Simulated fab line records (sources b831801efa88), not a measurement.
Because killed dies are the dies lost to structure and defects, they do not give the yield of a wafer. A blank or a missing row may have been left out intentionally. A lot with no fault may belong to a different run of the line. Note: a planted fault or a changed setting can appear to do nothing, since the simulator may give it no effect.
The tool behind it: which one?    flow gf180mcu    12 lots with 36 wafers sampled at 3 steps, on a route of 602 steps

== WHAT THE GAUGES READ, wafer by wafer ==
GF_M3_CD_MEAS_14: target cd 280 nm.
lot   measured      on        cdNm (nm)
L075  day 22 11:56  cdSem-02  280.4 279.7 281.5
L077  day 23 03:37  cdSem-01  279.3 280.1 280.3
L079  day 23 19:03  cdSem-02  280.4 279.8 279.2
L081  day 24 15:55  cdSem-02  279.5 280.4 280.4
L083  day 25 06:38  cdSem-02  281.1 280.6 279.9
L085  day 25 17:19  cdSem-01  278.7 280.4 280.2
L087  day 26 13:22  cdSem-01  279.9 279.8 281.4
L089  day 27 02:55  cdSem-01  279.1 279.7 279.2
L091  day 27 16:43  cdSem-02  281.4 281.2 280.8
L093  day 28 06:01  cdSem-01  278.7 279.1 279.4
L095  day 28 21:59  cdSem-01  282.1 280.7 279.7
L097  day 29 08:02  cdSem-02  281.3 279.8 280.6

== EACH LOT AND THE TOOL THAT RAN IT (in order: tool; ch and the chambers of the sampled wafers; start) ==
lot   GF_CONTACT_ETCH_16                 GF_V2_CVD_02
L075  rieDiel-02 ch 0,3, day 17 02:44    pecvd-02 ch 0,1, day 20 09:11
L077  rieDiel-04 ch 0,1, day 17 18:17    pecvd-04 ch 0,1, day 21 01:22
L079  rieDiel-04 ch 1,2,3, day 18 10:53  pecvd-04 ch 0,1,2, day 21 17:33
L081  rieDiel-02 ch 0,1,3, day 19 10:13  pecvd-04 ch 0,1,2, day 22 16:40
L083  rieDiel-02 ch 2,3, day 20 02:40    pecvd-04 ch 0,1,2, day 23 08:24
L085  rieDiel-01 ch 1,2,3, day 20 12:40  pecvd-04 ch 0,2, day 23 19:01
L087  rieDiel-02 ch 0,1,3, day 21 11:26  pecvd-01 ch 0,1,2, day 24 14:30
L089  rieDiel-04 ch 2,3, day 22 03:52    pecvd-01 ch 1,2, day 25 06:40
L091  rieDiel-02 ch 2,3, day 22 20:07    pecvd-04 ch 0,1,2, day 25 20:47
L093  rieDiel-02 ch 1,2, day 23 10:43    pecvd-01 ch 0,1,2, day 26 10:09
L095  rieDiel-02 ch 0,2,3, day 24 04:19  pecvd-04 ch 0,1,2, day 27 03:01
L097  rieDiel-02 ch 1,3, day 24 16:25    pecvd-02 ch 0,1, day 27 14:33
- GF_CONTACT_ETCH_16: etches BARC in N2/H2.
- GF_V2_CVD_02: deposits SiO2 from TEOS, target thk 850 nm, time 94.851 s.

== THE ANSWER, worked out from the rows above alone ==
Rule: the usual values come from the lots themselves. Put in order of their means at a reading, lots are off if they are a third of the lots or fewer, leave a main group of 4 or more, and stand apart from it by a gap of 3 or more times the standard deviation of the main group's means; of several such gaps the widest counts. A main group whose means are all the same, to the digits that the tables above print for the reading, isn't used. A lot without any number at a reading at which 4 lots or more have one is off too. Where the step has rows for the other lots, those lots are counted as sound.
Nothing can be told from this: no lot is off at any reading shown.

== WHAT THE SIMULATOR HAD PUT IN ==
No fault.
